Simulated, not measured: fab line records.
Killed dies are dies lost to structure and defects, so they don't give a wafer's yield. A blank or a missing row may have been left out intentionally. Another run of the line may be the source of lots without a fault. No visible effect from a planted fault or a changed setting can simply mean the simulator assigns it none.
Which tool is to blame? || flow sky130 || Sampling: 7 lots, 21 wafers, 2 of 708 route steps

## WHAT THE GAUGES READ, wafer by wafer
SKY_DNWELL_TW_MEAS_09.
{"lot": "L583", "measured": "day 3 23:19", "on": "film metro-03", "DNWELL_TW": "1122 1122 1125"}
{"lot": "L586", "measured": "day 4 16:05", "on": "film metro-02", "DNWELL_TW": "1127 1119 1129"}
{"lot": "L589", "measured": "day 5 05:29", "on": "film metro-02", "DNWELL_TW": "1138 1129 1133"}
{"lot": "L592", "measured": "day 5 22:10", "on": "film metro-03", "DNWELL_TW": "1114 1115 1118"}
{"lot": "L595", "measured": "day 6 13:31", "on": "film metro-04", "DNWELL_TW": "1399 1391 1390"}
{"lot": "L599", "measured": "day 7 11:11", "on": "film metro-02", "DNWELL_TW": "1138 1141 1142"}
{"lot": "L603", "measured": "day 8 17:44", "on": "film metro-02", "DNWELL_TW": "1126 1126 1127"}

## WHAT TOOL EACH LOT RAN ON (gives the tool, then ch and the chambers of the sampled wafers, and finally the start)
{"lot": "L583", "SKY_DNWELL_IMPLANT_07": "implanter-04 ch 0, day 3 23:04"}
{"lot": "L586", "SKY_DNWELL_IMPLANT_07": "implanter-02 ch 0, day 4 15:50"}
{"lot": "L589", "SKY_DNWELL_IMPLANT_07": "implanter-02 ch 0, day 5 05:14"}
{"lot": "L592", "SKY_DNWELL_IMPLANT_07": "implanter-02 ch 0, day 5 21:55"}
{"lot": "L595", "SKY_DNWELL_IMPLANT_07": "implanter-02 ch 0, day 6 12:59"}
{"lot": "L599", "SKY_DNWELL_IMPLANT_07": "implanter-04 ch 0, day 7 10:56"}
{"lot": "L603", "SKY_DNWELL_IMPLANT_07": "implanter-03 ch 0, day 8 17:31"}
- SKY_DNWELL_IMPLANT_07

## THE ANSWER, worked out from the rows above alone
Rule: usual is defined by the lots themselves. The widest of any qualifying gaps counts: lots, ordered by their means at a reading, are off when they make up no more than a third of the lots, leave a main group of 4 or more, and stand apart from it by 3 or more times the standard deviation of that group's means. A main group is skipped when, at the precision printed for the reading in the tables above, its means are all equal. Also off: a lot with no number at a reading for which 4 or more lots have one. Where the step has rows for the other lots, those lots are counted as sound.
Off: at SKY_DNWELL_TW_MEAS_09 (DNWELL_TW), L595. For the main group the mean is 1127 and the standard deviation 7.8.
A tool fits if, at a process step before that reading, it ran every lot that is off, and no sound lot after the first of them. Those tools and the gauges at SKY_DNWELL_TW_MEAS_09 are tried in the same way. Undecided on this evidence; 2 tools fit (implanter-02 at SKY_DNWELL_IMPLANT_07, film metro-04 at SKY_DNWELL_TW_MEAS_09).

## WHAT HAD BEEN PUT IN BY THE SIMULATOR
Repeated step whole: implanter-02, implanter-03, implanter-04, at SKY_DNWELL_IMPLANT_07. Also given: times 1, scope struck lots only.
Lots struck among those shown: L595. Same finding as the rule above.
